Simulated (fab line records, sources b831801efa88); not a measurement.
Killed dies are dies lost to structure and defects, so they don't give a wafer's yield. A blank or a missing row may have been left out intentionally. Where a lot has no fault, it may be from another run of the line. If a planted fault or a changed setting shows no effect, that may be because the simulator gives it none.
Chamber matching || flow sfq line || cmp-02 running SFQ_TRILAYER_I6_CMP_CMP_166: 4 sister chambers
The step polishes SiO2. 4 wafers are shown with their chamber, then 8 later ones without.

== WAFERS, EACH WITH ITS CHAMBER ==
{"wafer": "L207.4", "chamber": 3, "motor current A (A)": 10.9}
{"wafer": "L207.5", "chamber": 0, "motor current A (A)": 10.5}
{"wafer": "L209.6", "chamber": 1, "motor current A (A)": 10.5}
{"wafer": "L211.1", "chamber": 2, "motor current A (A)": 10.4}

== WAFERS MISSING THEIR CHAMBER ==
{"wafer": "L211.4", "motor current A (A)": 10.1}
{"wafer": "L211.6", "motor current A (A)": 10.6}
{"wafer": "L212.1", "motor current A (A)": 10.2}
{"wafer": "L212.5", "motor current A (A)": 10.3}
{"wafer": "L212.6", "motor current A (A)": 9.3}
{"wafer": "L213.2", "motor current A (A)": 10.0}
{"wafer": "L213.4", "motor current A (A)": 9.7}
{"wafer": "L213.5", "motor current A (A)": 9.9}

== CHAMBER TAKEN BY EACH ==
{"wafer": "L211.4", "from the rows above": "can't be placed: 2 or 0 or 1 or 3", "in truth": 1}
{"wafer": "L211.6", "from the rows above": "can't be placed: 0 or 1 or 2 or 3", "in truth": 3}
{"wafer": "L212.1", "from the rows above": "can't be placed: 2 or 0 or 1 or 3", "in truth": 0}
{"wafer": "L212.5", "from the rows above": "can't be placed: 2 or 0 or 1 or 3", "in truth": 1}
{"wafer": "L212.6", "from the rows above": "can't be placed: 2 or 0 or 1 or 3", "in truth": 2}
{"wafer": "L213.2", "from the rows above": "can't be placed: 2 or 0 or 1 or 3", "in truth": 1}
{"wafer": "L213.4", "from the rows above": "can't be placed: 2 or 0 or 1 or 3", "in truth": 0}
{"wafer": "L213.5", "from the rows above": "can't be placed: 2 or 0 or 1 or 3", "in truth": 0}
Correctly placed: 0 of 8. Unplaceable from these rows: 8, with the true chamber sitting among the candidates in 8. 0 placed wrongly.
How it was worked out, from the rows above alone: a wafer's distance from a chamber is the root of the sum, over the readings, of the square of ((its reading less the chamber's mean) divided by the reading's scatter). The wafer belongs to the nearest chamber; if the next one is less than 2 further off, it can't be placed. Each chamber's mean is taken over the wafers shown for it. The scatter: root of mean squared gap, hidden wafer to nearest shown wafer, with one shown wafer a chamber.
